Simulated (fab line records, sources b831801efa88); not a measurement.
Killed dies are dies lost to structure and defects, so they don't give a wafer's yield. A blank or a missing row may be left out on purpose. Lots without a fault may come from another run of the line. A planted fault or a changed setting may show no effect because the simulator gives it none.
fab line records | flow sky130
record lots=5 wafers=15 last_day=50
route steps=708 shown LI_CONTACT@375 LOCAL_INTERCONNECT@387 PAD_OPEN@708
lots that met no fault: from a run of the same line without faults
start_h: hours from the record's first day to the start of the lot's first wafer shown | wait_h: hours since the lot's step before | " the same as in the row above | L1.1+2: a row that stands for several wafers | - no value, or no start given | * or withheld: withheld | < > ~ a bound
route shown NAME@n: a module of which the file shows steps, and the number in the route of the first | usual: mean/standard deviation of fault-free wafers | same: alike in all rows | chamber/n: place in a boat | sites: the reading at each site | _std_site: their standard deviation | _edge_site: outer sites' mean less inner sites' | radius_mm: how far each site lies from the wafer's centre | mask NAME#n: copy n | behind: the tool/chamber that last shaped the wafer | hold: why the lot was held/for how many hours/how that ended | device: the transistor (n, p or np) that didn't switch | end of line: the same wafers' tests at the end of the route | a step without rows: its recipe alone | killed: dies lost to structure and defects at the first sort, not the wafer's yield | map: a wafer's dies, x killed, . not, _ none there
set.NAME: the setting as run; set.NAME@STEP: as run at that earlier step | model.NAME: the simulator's own value behind a step, which no gauge read
lots at some steps of the route; a table a step, a row a wafer
services: from which hour (start_h, from the record's first day; less than 0 if before it) a tool's chamber was out of use, for how many hours, and why
## steps
# step SKY_LI_CONTACT_OVL_MEAS_13
# usual LI_CONTACT_OVL=1/4.9
# columns lot.wafer tool chamber start_h wait_h LI_CONTACT_OVL[nm]
L393.1 overlay-01 - 734.52 0.1 2
L393.3 " - " " -1
L393.6 " - " " 5
L398.1 overlay-01 - 760.50 0.1 1
L398.3 " - " " -5
L398.5 " - " " 2
L402.1 overlay-02 - 778.00 0.1 8
L402.4 " - " " 7
L402.5 " - " " 5
L405.2 overlay-02 - 813.64 0.1 3
L405.4 " - " " 5
L405.5 " - " " 2
L411.1 overlay-02 - 851.35 0.1 -4
L411.3 " - " " 0
L411.6 " - " " 5
# step SKY_LI_CONTACT_ETCH_14
# recipe chemistry=N2/H2 target=BARC ion_energy_ev=200 source_w=500 bias_w=100 pressure_mtorr=30 n2_flow_sccm=100 h2_flow_sccm=200 stop_on=SiO2 time_s=45.9 target_depth_a=600
# step SKY_LI_CONTACT_ETCH_15
# recipe target=PSG chemistry=C4F8/O2/Ar stop_on=Si taper_deg=4.15 mask_material=KrF-thick source_w=1500 bias_w=1200 pressure_mtorr=40 c4f8_flow_sccm=withheld O2_flow_sccm=6 Ar_flow_sccm=300 time_s=withheld target_depth_a=6000
# step SKY_LI_CONTACT_STRIP_16
# recipe chemistry=O2/N2 power_w=1400 pressure_mtorr=1500 platen_temp_c=withheld o2_flow_sccm=3000 n2_flow_sccm=300 overash_fraction=0.5
# step SKY_LI_CONTACT_CLEAN_17
# recipe chemistry=NMP time_s=600 temp_c=60 dry=n2_spin
# step SKY_LI_CONTACT_PRE_CLEAN_18
# recipe gas=Ar time_s=5.6 bias_v=358
# step SKY_LI_CONTACT_SPUTTER_19
# recipe material=Ti target_thk_nm=20 chamber_pressure_pa=5 power_w=2500 substrate_temp_c=200 time_s=106.37
# step SKY_LI_CONTACT_SPUTTER_20
# recipe material=TiN target_thk_nm=20 chamber_pressure_pa=5 power_w=4000 time_s=77.84
# usual throttle_valve_pct=29.9/0.93
# columns lot.wafer tool chamber start_h wait_h throttle_valve_pct
L393.1 pvd_sputter-02 - 735.11 0.0 28.6
L393.3 " - " " 30.0
L393.6 " - " " 30.0
L398.1 pvd_sputter-04 - 761.09 0.0 32.4
L398.3 " - " " 29.0
L398.5 " - " " 30.5
L402.1 pvd_sputter-02 - 778.55 0.0 28.7
L402.4 " - " " 30.1
L402.5 " - " " 28.7
L405.2 pvd_sputter-03 - 814.19 0.0 30.2
L405.4 " - " " 28.2
L405.5 " - " " 29.8
L411.1 pvd_sputter-02 - 851.88 0.0 28.8
L411.3 " - " " 29.8
L411.6 " - " " 29.9
# step SKY_LI_CONTACT_CVD_21
# recipe material=W target_thk_nm=400 time_s=120.56 temp_c=400 pressure_torr=40
# usual heater_power_outer_w=583/62 heater_power_w=936/48
# columns lot.wafer tool chamber start_h wait_h heater_power_outer_w heater_power_w
L393.1 cvd_w-01 0 735.18 0.0 533 892
L393.3 " 0 " " 546 902
L393.6 " 1 " " 684 1028
L398.1 cvd_w-01 1 761.16 0.0 676 1018
L398.3 " 0 " " 529 903
L398.5 " 0 " " 533 893
L402.1 cvd_w-02 1 778.61 0.0 595 962
L402.4 " 0 " " 532 873
L402.5 " 0 " " 522 901
L405.2 cvd_w-01 1 814.25 0.0 691 1006
L405.4 " 0 " " 549 915
L405.5 " 0 " " 535 900
L411.1 cvd_w-02 0 851.94 0.0 523 884
L411.3 " 1 " " 600 967
L411.6 " 1 " " 601 955
# step SKY_LI_CONTACT_RS_MEAS_22
# recipe thk_meas_gauge=four-point-probe reads=W_of_LI_CONTACT_CVD_21+TiN_of_LI_CONTACT_SPUTTER_20+Ti_of_LI_CONTACT_SPUTTER_19
# usual LI_CONTACT_W_RS=0.283/0.0047
# columns lot.wafer tool chamber start_h wait_h LI_CONTACT_W_RS[ohm/sq]
L393.1 film_metro-04 - 735.30 0.1 0.274
L393.3 " - " " 0.279
L393.6 " - " " 0.285
L398.1 film_metro-04 - 761.28 0.1 0.285
L398.3 " - " " 0.276
L398.5 " - " " 0.278
L402.1 film_metro-04 - 778.74 0.1 0.286
L402.4 " - " " 0.286
L402.5 " - " " 0.286
L405.2 film_metro-03 - 814.39 0.1 0.280
L405.4 " - " " 0.271
L405.5 " - " " 0.274
L411.1 film_metro-04 - 852.07 0.1 0.286
L411.3 " - " " 0.282
L411.6 " - " " 0.281
# step SKY_LI_CONTACT_THK_MEAS_23
# recipe thk_meas_gauge=xrf reads=W_of_LI_CONTACT_CVD_21
# usual LI_CONTACT_W_THK=409/9.3
# columns lot.wafer tool chamber start_h wait_h LI_CONTACT_W_THK[nm]
L393.1 film_metro-04 - 735.42 0.1 415
L393.3 " - " " 408
L393.6 " - " " 397
L398.1 film_metro-04 - 761.40 0.1 407
L398.3 " - " " 418
L398.5 " - " " 416
L402.1 film_metro-04 - 778.86 0.1 398
L402.4 " - " " 399
L402.5 " - " " 397
L405.2 film_metro-03 - 814.50 0.1 418
L405.4 " - " " 435
L405.5 " - " " 427
L411.1 film_metro-04 - 852.19 0.1 395
L411.3 " - " " 401
L411.6 " - " " 404
# step SKY_LI_CONTACT_CMP_24
# recipe stop_on=PSG t_overpolish_s=20 down_force_psi=3.5 platen_rpm=60 target_thk_nm=0 pad_velocity_m_s=0.94248
# usual motor_current_A=11.3/0.72 overpolish_run_s=20.001/0.0087 slurry_filter_dp_kPa=13.52/0.14 slurry_flow_ml_min=149.9/0.43 time_to_endpoint_s=98/3.1
# columns lot.wafer tool chamber start_h wait_h motor_current_A overpolish_run_s slurry_filter_dp_kPa slurry_flow_ml_min time_to_endpoint_s
L393.1 cmp-01 0 735.48 0.1 11.3 19.987 13.55 150.0 103
L393.3 " 2 " " 11.4 19.980 13.32 150.2 99
L393.6 " 0 " " 11.5 19.993 13.50 150.2 97
L398.3 cmp-01 2 761.51 0.1 11.3 19.986 13.31 150.5 102
L398.1 " 0 " " 11.5 20.001 13.57 149.7 95
L398.5 " 1 " " 10.5 19.999 13.62 150.6 96
L402.4 cmp-02 0 778.92 0.0 10.9 19.983 13.65 149.8 99
L402.1 " 2 " " 12.8 19.995 13.37 149.6 98
L402.5 " 0 " " 10.6 20.012 13.17 149.9 96
L405.4 cmp-01 3 814.55 0.0 10.9 20.015 13.54 149.5 104
L405.2 " 2 " " 11.4 20.000 13.39 150.4 98
L405.5 " 3 " " 11.2 20.005 13.20 149.7 100
L411.1 cmp-01 2 852.30 0.1 11.6 20.009 13.49 150.5 96
L411.3 " 0 " " 11.0 19.996 13.30 149.4 94
L411.6 " 2 " " 11.5 20.008 13.54 150.3 97
# step SKY_LOCAL_INTERCONNECT_SPUTTER_00
# recipe material=TiN target_thk_nm=100 temp_c=300 power_w=6500 time_s=83.3 chamber_pressure_pa=0.4
# usual throttle_valve_pct=30.0/1.2
# columns lot.wafer tool chamber start_h wait_h throttle_valve_pct model.TiN_of_LOCAL_INTERCONNECT_SPUTTER_00.thk_nm
L393.1 pvd_sputter-04 - 735.78 0.2 29.3 98.83
L393.3 " - " " 33.0 98
L393.6 " - " " 30.7 99.76
L398.1 pvd_sputter-03 - 761.76 0.1 30.2 98.24
L398.3 " - " " 29.8 99.13
L398.5 " - " " 29.9 97.06
L402.1 pvd_sputter-03 - 779.22 0.1 27.6 99.13
L402.4 " - " " 30.2 98.91
L402.5 " - " " 30.0 87.36
L405.2 pvd_sputter-01 - 814.85 0.1 28.6 100.1
L405.4 " - " " 30.4 99.12
L405.5 " - " " 28.7 99.54
L411.1 pvd_sputter-04 - 852.55 0.2 29.4 99.09
L411.3 " - " " 29.1 99.95
L411.6 " - " " 29.8 99.42
# step SKY_LOCAL_INTERCONNECT_RS_MEAS_01
# recipe thk_meas_gauge=four-point-probe reads=TiN_of_LOCAL_INTERCONNECT_SPUTTER_00
# usual LOCAL_INTERCONNECT_TIN_RS=14.16/0.13
# columns lot.wafer tool chamber start_h wait_h hold LOCAL_INTERCONNECT_TIN_RS[ohm/sq]
L393.1 film_metro-01 - 735.84 0.0 - 14.28
L393.3 " - " " - 14.40
L393.6 " - " " - 14.14
L398.1 film_metro-01 - 761.82 0.0 - 14.42
L398.3 " - " " - 14.22
L398.5 " - " " - 14.57
L402.1 film_metro-02 - 779.28 0.0 await_dispo/0.2h/release 14.24
L402.4 " - " " await_dispo/0.2h/release 14.31
L402.5 " - " " await_dispo/0.2h/release 16.28
L402.1 film_metro-02 - 779.57 0.3 - 14.25
L402.4 " - " " - 14.30
L402.5 " - " " - 16.28
L405.2 film_metro-02 - 814.94 0.1 - 14.13
L405.4 " - " " - 14.28
L405.5 " - " " - 14.21
L411.1 film_metro-02 - 852.62 0.0 - 14.26
L411.3 " - " " - 14.13
L411.6 " - " " - 14.20
# step SKY_LOCAL_INTERCONNECT_THK_MEAS_02
# recipe thk_meas_gauge=xrf reads=TiN_of_LOCAL_INTERCONNECT_SPUTTER_00
# usual LOCAL_INTERCONNECT_TIN_THK=101.3/1.1
# columns lot.wafer tool chamber start_h wait_h hold LOCAL_INTERCONNECT_TIN_THK[nm]
L393.1 film_metro-01 - 735.96 0.1 - 99.9
L393.3 " - " " - 98.9
L393.6 " - " " - 101.0
L398.1 film_metro-01 - 761.94 0.1 - 98.8
L398.3 " - " " - 99.8
L398.5 " - " " - 98.1
L402.1 film_metro-02 - 782.35 2.8 await_dispo/0.2h/release 101.0
L402.4 " - " " await_dispo/0.2h/release 100.8
L402.5 " - " " await_dispo/0.2h/release 88.9
L402.1 film_metro-02 - 782.58 0.2 - 101.5
L402.4 " - " " - 101.3
L402.5 " - " " - 88.8
L405.2 film_metro-02 - 815.05 0.1 - 102.0
L405.4 " - " " - 100.7
L405.5 " - " " - 101.0
L411.1 film_metro-02 - 852.74 0.1 - 101.2
L411.3 " - " " - 101.4
L411.6 " - " " - 101.6
# step SKY_LOCAL_INTERCONNECT_HMDS_04
# recipe prime_time_s=60 prime_temp_c=120
# step SKY_LOCAL_INTERCONNECT_COAT_05
# recipe resist=BARC temp_c=withheld time_s=withheld spin_rpm=3000 resist_thk_nm=60
# step SKY_LOCAL_INTERCONNECT_COAT_06
# recipe resist=KrF-thick spin_rpm=3000 resist_thk_nm=450
# step SKY_LOCAL_INTERCONNECT_SOFTBAKE_07
# recipe temp_c=100 time_s=90 resist=KrF-thick
# step SKY_LOCAL_INTERCONNECT_EXPOSE_08
# recipe mask_id=LI1M na=0.8 source_shape=annular sigma_inner=0.55 sigma_outer=0.85 target_cd_nm=170 dose_mj=28
# step SKY_LOCAL_INTERCONNECT_PEB_09
# recipe peb_temp_c=withheld peb_time_s=withheld resist=KrF-thick
# step SKY_LOCAL_INTERCONNECT_DEVELOP_10
# recipe develop_time_s=60 resist=KrF-thick dev_temp_c=21
# step SKY_LOCAL_INTERCONNECT_CD_MEAS_11
# recipe target_cd_nm=170
# usual cd_nm=170.4/1.5
# columns lot.wafer tool chamber start_h wait_h cd_nm
L393.1 cd_sem-02 - 763.28 - 169.6
L393.3 " - " " 169.0
L393.6 " - " " 170.5
L398.1 cd_sem-02 - 788.53 - 170.7
L398.3 " - " " 170.3
L398.5 " - " " 171.6
L402.1 cd_sem-02 - 805.48 - 170.6
L402.4 " - " " 169.0
L402.5 " - " " 170.1
L405.2 cd_sem-01 - 841.05 - 169.7
L405.4 " - " " 169.5
L405.5 " - " " 169.3
L411.1 cd_sem-01 - 878.84 - 167.6
L411.3 " - " " 168.2
L411.6 " - " " 167.7
# step SKY_LOCAL_INTERCONNECT_OVL_MEAS_12
# usual LOCAL_INTERCONNECT_OVL=-2/4.7
# columns lot.wafer tool chamber start_h wait_h LOCAL_INTERCONNECT_OVL[nm]
L393.1 overlay-01 - 763.40 0.1 6
L393.3 " - " " 3
L393.6 " - " " 2
L398.1 overlay-02 - 788.68 0.1 -3
L398.3 " - " " -3
L398.5 " - " " -4
L402.1 overlay-02 - 805.60 0.1 8
L402.4 " - " " 1
L402.5 " - " " 4
L405.2 overlay-02 - 841.16 0.1 4
L405.4 " - " " 2
L405.5 " - " " 8
L411.1 overlay-02 - 878.96 0.1 0
L411.3 " - " " 6
L411.6 " - " " 4
# step SKY_LOCAL_INTERCONNECT_ETCH_13
# recipe chemistry=N2/H2 target=BARC ion_energy_ev=200 bias_w=100 pressure_mtorr=30 n2_flow_sccm=100 h2_flow_sccm=200 icp_w=500 stop_on=SiO2 time_s=43.91 target_depth_a=600
# usual drypump_motor_current_A=5.7/0.42 oes_product_au=0.876/0.0045 rf_fwd_power_W=493.4/2 throttle_valve_pct=13.228/0.0097
# columns lot.wafer tool chamber start_h wait_h drypump_motor_current_A oes_product_au rf_fwd_power_W rf_hours_counter_h throttle_valve_pct
L393.1 rie_metal-02 1 763.44 0.0 6.1 0.870 491.2 5 13.228
L393.3 " 1 " " 6.1 0.878 493.2 - 13.244
L393.6 " 1 " " 6.1 0.871 493.0 - 13.206
L398.1 rie_metal-02 0 788.72 0.0 5.6 0.872 490.4 6 13.215
L398.3 " 1 " " 6.2 0.881 493.7 - 13.234
L398.5 " 1 " " 6.2 0.869 494.0 - 13.232
L402.1 rie_metal-03 1 805.64 0.0 4.9 0.877 497.5 16 13.224
L402.4 " 0 " " 5.5 0.874 493.5 - 13.233
L402.5 " 1 " " 4.9 0.873 495.7 - 13.225
L405.2 rie_metal-03 1 841.21 0.0 4.9 0.881 496.2 - 13.222
L405.4 " 1 " " 4.9 0.874 495.4 - 13.234
L405.5 " 1 " " 4.9 0.875 495.6 - 13.201
L411.1 rie_metal-02 1 878.99 0.0 6.1 0.873 497.1 8 13.216
L411.3 " 1 " " 6.1 0.878 493.7 - 13.228
L411.6 " 1 " " 6.1 0.878 494.9 - 13.218
# step SKY_LOCAL_INTERCONNECT_METAL_ETCH_14
# recipe target_depth_nm=110 stop_on=PSG chemistry=Cl2/BCl3 target=TiN resist_sidewall_deg=88 pressure_mtorr=10 icp_w=900 bias_w=48.5 Cl2_flow_sccm=60 bcl3_flow_sccm=30 time_s=31.4
# usual drypump_motor_current_A=5.7/0.42 mfc_cl2_sccm=59.96/0.2 oes_product_au=0.939/0.0069 rf_fwd_power_W=886/4.4 throttle_valve_pct=21.902/0.0095
# columns lot.wafer tool chamber start_h wait_h drypump_motor_current_A mfc_cl2_sccm oes_product_au rf_fwd_power_W rf_hours_counter_h throttle_valve_pct
L393.1 rie_metal-02 1 763.50 0.0 6.1 60.17 0.936 882 5 21.907
L393.3 " 1 " " 6.2 60.06 0.930 885 - 21.929
L393.6 " 1 " " 6.1 59.73 0.944 881 - 21.922
L398.1 rie_metal-02 0 788.78 0.0 5.5 59.86 0.938 880 6 21.890
L398.3 " 1 " " 6.2 59.99 0.930 885 - 21.910
L398.5 " 1 " " 6.1 60.00 0.921 886 - 21.907
L402.1 rie_metal-03 1 805.70 0.0 4.9 59.94 0.943 888 16 21.904
L402.4 " 0 " " 5.6 59.90 0.940 890 - 21.913
L402.5 " 1 " " 4.9 59.97 0.871 887 - 21.946
L405.2 rie_metal-03 1 841.33 0.1 4.9 59.79 0.949 891 - 21.883
L405.4 " 1 " " 4.9 59.98 0.936 888 - 21.900
L405.5 " 1 " " 4.9 59.93 0.934 893 - 21.902
L411.1 rie_metal-02 1 879.06 0.0 6.2 59.93 0.930 883 8 21.897
L411.3 " 1 " " 6.1 60.11 0.942 883 - 21.901
L411.6 " 1 " " 6.2 59.99 0.939 880 - 21.898
# step SKY_LOCAL_INTERCONNECT_STRIP_15
# recipe chemistry=O2/N2 power_w=1400 pressure_mtorr=1500 platen_temp_c=withheld o2_flow_sccm=3000 n2_flow_sccm=300 overash_fraction=0.5
# usual drypump_motor_current_A=5.8/0.36 oes_product_au=0.427/0.0042 strip_time_to_endpoint_s=4.751/0.016
# columns lot.wafer tool chamber start_h wait_h drypump_motor_current_A oes_product_au rf_hours_counter_h strip_time_to_endpoint_s
L393.1 plasma_asher-01 0 763.55 0.0 6.3 0.426 2 4.735
L393.3 " 1 " " 6.1 0.432 - 4.776
L393.6 " 1 " " 6.1 0.425 - 4.770
L398.1 plasma_asher-04 0 788.83 0.0 5.4 0.435 37 4.741
L398.3 " 1 " " 5.8 0.429 - 4.758
L398.5 " 1 " " 5.8 0.431 - 4.794
L402.1 plasma_asher-03 0 805.75 0.0 6.2 0.429 71 4.747
L402.4 " 1 " " 5.3 0.423 - 4.738
L402.5 " 1 " " 5.3 0.428 - 4.739
L405.2 plasma_asher-03 1 841.42 0.1 5.3 0.417 75 4.718
L405.4 " 0 " " 6.2 0.432 - 4.719
L405.5 " 0 " " 6.2 0.421 - 4.748
L411.1 plasma_asher-03 0 879.11 0.0 6.2 0.437 78 4.733
L411.3 " 0 " " 6.2 0.424 - 4.773
L411.6 " 1 " " 5.3 0.424 - 4.756
# step SKY_LOCAL_INTERCONNECT_STRIP_16
# recipe chemistry=post_etch_residue_remover time_s=1200 temp_c=72.5
# columns lot.wafer tool chamber start_h wait_h model.TiN_of_LOCAL_INTERCONNECT_SPUTTER_00.thk_nm
L393.1 wet_bench-01 1 763.65 0.1 98.41
L393.3 " 1 " " 97.58
L393.6 " 1 " " 99.33
L398.1 wet_bench-03 2 788.93 0.1 97.82
L398.3 " 2 " " 98.71
L398.5 " 2 " " 96.64
L402.1 wet_bench-04 1 805.85 0.1 98.71
L402.4 " 1 " " 98.49
L402.5 " 1 " " 86.94
L405.2 wet_bench-03 1 841.52 0.1 99.7
L405.4 " 1 " " 98.71
L405.5 " 1 " " 99.12
L411.1 wet_bench-01 1 879.21 0.1 98.66
L411.3 " 1 " " 99.52
L411.6 " 1 " " 98.99
# step SKY_LOCAL_INTERCONNECT_CLEAN_17
# recipe chemistry=IPA time_s=180 temp_c=25
# step SKY_PAD_OPEN_PROBE_99
# usual killed_at_M0_to_M3=42/7.2 killed_at_M4_up=3.2/1.8 killed_at_contacts=24/5.4 killed_at_front_end=15/4 killed_at_other=0.3/0.59 killed_dies=84/9 killed_open=46/7.1 killed_short=38/6
# same gross_dies=492 killed_at_back_side=0
# columns lot.wafer tool chamber start_h wait_h killed_at_M0_to_M3 killed_at_M4_up killed_at_contacts killed_at_front_end killed_at_other killed_dies killed_open killed_short model.etest.res_li.line_ohm_um model.etest.res_li.rs_ohm_sq model.etest.mcon_chain.rc_ohm
L393.1 prober-01 - 1126.78 0.1 44 2 24 18 1 89 46 42 75.98 12.85 17.28
L393.3 prober-01 - 1126.88 0.2 40 2 31 20 1 94 49 45 77.7 13.06 16.84
L393.6 prober-01 - 1127.03 0.2 52 2 18 10 0 82 43 39 75.92 12.79 17.18
L398.1 prober-02 - 1137.92 0.1 49 1 27 8 1 86 41 44 76.22 12.99 17
L398.3 prober-02 - 1138.02 0.2 31 4 28 13 1 77 45 32 75.57 12.88 16.18
L398.5 prober-02 - 1138.12 0.2 44 4 15 10 0 73 41 32 76.25 13.15 17.52
L402.1 prober-01 - 1154.78 0.1 34 7 28 15 0 84 41 42 75.34 12.86 16.91
L402.4 prober-01 - 1154.93 0.2 45 3 23 15 0 86 48 37 76.72 12.86 17.52
L402.5 prober-01 - 1154.98 0.2 52 4 15 8 0 79 46 33 85.01 14.56 17.53
L405.2 prober-01 - 1173.85 0.1 39 0 27 12 1 79 41 38 75.01 12.72 16.64
L405.4 prober-01 - 1173.95 0.2 29 6 30 15 0 80 45 35 75.86 12.91 17.36
L405.5 prober-01 - 1174.00 0.2 38 3 33 15 0 89 53 35 75.05 12.78 16.93
L411.1 prober-01 - 1197.27 0.1 44 5 17 17 0 83 44 39 77.39 12.91 17.36
L411.3 prober-01 - 1197.37 0.2 42 2 38 18 0 100 49 50 76.35 12.77 16.44
L411.6 prober-01 - 1197.52 0.2 43 3 33 15 0 94 52 42 77.2 12.89 17.05
# killed by level:class
L393.1 CONTACT:geometric_particle:open=10 FIELD_ISO:geometric_particle:open=6 VIA1:geometric_particle:open=6 VIA3:geometric_particle:open=6 FIELD_ISO:geometric_particle:short=5 METAL1:geometric_particle:short=5 VIA1:geometric_particle:short=5 METAL3:geometric_particle:short=5
L393.3 CONTACT:geometric_particle:open=12 VIA3:geometric_particle:open=9 FIELD_ISO:geometric_particle:short=7 VIA1:geometric_particle:open=7 CONTACT:geometric_particle:short=6 VIA1:geometric_particle:short=6 LI_CONTACT:geometric_particle:short=5 LI_CONTACT:geometric_particle:open=5
L393.6 VIA1:geometric_particle:short=13 VIA1:geometric_particle:open=12 VIA3:geometric_particle:open=7 CONTACT:geometric_particle:open=6 FIELD_ISO:geometric_particle:open=5 LI_CONTACT:geometric_particle:open=5 CONTACT:geometric_particle:short=4 METAL1:geometric_particle:short=4
L398.1 METAL1:geometric_particle:short=9 LI_CONTACT:geometric_particle:open=8 CONTACT:geometric_particle:open=8 VIA3:geometric_particle:open=8 VIA1:geometric_particle:open=7 VIA2:geometric_particle:open=6 METAL2:geometric_particle:short=5 LOCAL_INTERCONNECT:geometric_particle:short=5
L398.3 VIA2:geometric_particle:open=9 VIA1:geometric_particle:open=8 CONTACT:geometric_particle:short=7 CONTACT:geometric_particle:open=6 LOCAL_INTERCONNECT:geometric_particle:short=6 LI_CONTACT:geometric_particle:open=5 POLY_GATE:geometric_particle:open=3 VIA2:geometric_particle:short=3
L398.5 VIA1:geometric_particle:open=12 VIA2:geometric_particle:open=7 VIA3:geometric_particle:short=7 CONTACT:geometric_particle:open=6 VIA3:geometric_particle:open=4 LOCAL_INTERCONNECT:geometric_particle:short=4 METAL1:geometric_particle:short=4 VIA1:geometric_particle:short=4
L402.1 CONTACT:geometric_particle:open=11 VIA1:geometric_particle:open=9 CONTACT:geometric_particle:short=6 METAL4:geometric_particle:short=6 LI_CONTACT:geometric_particle:short=5 POLY_GATE:geometric_particle:short=4 POLY_GATE:geometric_particle:open=4 VIA1:geometric_particle:short=4
L402.4 VIA1:geometric_particle:open=15 VIA2:geometric_particle:open=8 CONTACT:geometric_particle:open=6 VIA3:geometric_particle:open=6 LOCAL_INTERCONNECT:geometric_particle:short=5 LI_CONTACT:geometric_particle:open=4 CONTACT:geometric_particle:short=4 METAL1:geometric_particle:short=4
L402.5 VIA1:geometric_particle:open=15 LI_CONTACT:geometric_particle:open=7 METAL3:geometric_particle:short=6 VIA3:geometric_particle:open=6 CONTACT:geometric_particle:open=5 METAL2:geometric_particle:short=5 VIA2:geometric_particle:open=5 POLY_GATE:geometric_particle:short=4
L405.2 CONTACT:geometric_particle:short=9 CONTACT:geometric_particle:open=8 METAL2:geometric_particle:short=8 VIA1:geometric_particle:open=7 VIA2:geometric_particle:open=6 VIA3:geometric_particle:open=6 LI_CONTACT:geometric_particle:open=5 VIA1:geometric_particle:short=4
L405.4 LOCAL_INTERCONNECT:geometric_particle:short=8 LI_CONTACT:geometric_particle:open=7 CONTACT:geometric_particle:open=7 FIELD_ISO:geometric_particle:open=6 VIA1:geometric_particle:open=6 METAL2:geometric_particle:short=6 VIA2:geometric_particle:open=6 CONTACT:geometric_particle:short=4
L405.5 VIA1:geometric_particle:open=11 LI_CONTACT:geometric_particle:open=10 VIA2:geometric_particle:open=10 CONTACT:geometric_particle:open=7 LOCAL_INTERCONNECT:geometric_particle:short=6 CONTACT:geometric_particle:short=6 FIELD_ISO:geometric_particle:open=4 SPACER:geometric_particle:open=4
L411.1 VIA1:geometric_particle:open=10 VIA3:geometric_particle:open=9 METAL2:geometric_particle:short=7 FIELD_ISO:geometric_particle:open=6 CONTACT:geometric_particle:short=6 FIELD_ISO:geometric_particle:short=5 VIA2:geometric_particle:open=5 LI_CONTACT:geometric_particle:open=5
L411.3 CONTACT:geometric_particle:open=15 VIA1:geometric_particle:open=9 VIA1:geometric_particle:short=7 LI_CONTACT:geometric_particle:short=7 LI_CONTACT:geometric_particle:open=7 METAL2:geometric_particle:short=6 LOCAL_INTERCONNECT:geometric_particle:short=6 VIA2:geometric_particle:open=6
L411.6 LI_CONTACT:geometric_particle:open=10 CONTACT:geometric_particle:open=9 METAL2:geometric_particle:short=8 FIELD_ISO:geometric_particle:open=6 LOCAL_INTERCONNECT:geometric_particle:short=6 VIA1:geometric_particle:open=6 VIA3:geometric_particle:open=6 VIA2:geometric_particle:open=5
## services
# columns tool chamber start_h hours kind
pvd_sputter-03 - 715.85 5.4 repair
cmp-02 - 729.94 3.3 repair
wet_bench-01 - 730.36 3.8 repair
plasma_asher-01 - 733.75 9.0 pm
rie_metal-02 - 737.00 0.3 repair
cmp-02 - 744.00 4.0 pm
cmp-01 - 753.50 1.7 repair
rie_metal-02 1 767.73 3.0 repair
plasma_asher-01 - 771.67 46.2 repair
cmp-02 - 782.34 1.4 repair
cmp-01 - 783.59 2.2 repair
rie_metal-02 1 783.87 3.4 repair
cmp-01 - 785.07 1.1 repair
rie_metal-03 0 815.69 27.9 repair
cvd_w-02 1 816.78 3.1 repair
cvd_w-01 - 843.77 2.8 pm
pvd_sputter-03 - 845.76 13.7 repair
rie_metal-03 - 845.88 2.8 pm
pvd_sputter-02 - 852.41 1.9 repair
cmp-01 - 853.73 3.5 repair
plasma_asher-03 - 859.73 2.8 pm
cvd_w-02 - 863.23 2.8 pm
cmp-01 - 866.12 0.4 repair
pvd_sputter-04 - 878.41 0.5 repair
## key
first_sign step=SKY_LOCAL_INTERCONNECT_RS_MEAS_01 reading=visit direction=added
effect step=SKY_LOCAL_INTERCONNECT_RS_MEAS_01 reading=LOCAL_INTERCONNECT_TIN_RS direction=up sigmas=16 usual=14.16 struck=16.28
effect step=SKY_LOCAL_INTERCONNECT_THK_MEAS_02 reading=visit direction=added
effect step=SKY_LOCAL_INTERCONNECT_THK_MEAS_02 reading=LOCAL_INTERCONNECT_TIN_THK direction=down sigmas=11 usual=101.3 struck=88.9
effect step=SKY_LOCAL_INTERCONNECT_METAL_ETCH_14 reading=oes_product_au direction=down sigmas=9.8 usual=0.939 struck=0.871
model_effect step=SKY_LOCAL_INTERCONNECT_SPUTTER_00 value=TiN_of_LOCAL_INTERCONNECT_SPUTTER_00.thk_nm without=99.57 struck=87.36
model_effect step=SKY_LOCAL_INTERCONNECT_STRIP_16 value=TiN_of_LOCAL_INTERCONNECT_SPUTTER_00.thk_nm without=99.15 struck=86.94
model_effect step=SKY_PAD_OPEN_PROBE_99 value=etest.res_li.line_ohm_um without=74.61 struck=85.01
met_at SKY_LOCAL_INTERCONNECT_SPUTTER_00
struck_wafers L402.5
tester_left_out L402
onset_between 761.76 779.22
fault kind=process_parameter_drift tool=pvd_sputter-03 chamber=- onset_h=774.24 steps=SKY_LOCAL_INTERCONNECT_SPUTTER_00 channel=time_s offset=* shape=step end_h=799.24 acts_in=* stated=* scope=struck_wafers_only
# tester_left_out: of these lots the tester's yield and bins aren't shown, on N5 and GAA mostly nor the transistor test; their killed dies are dies lost to structure and defects alone, not to doping, threshold or leakage, so they don't give the yield
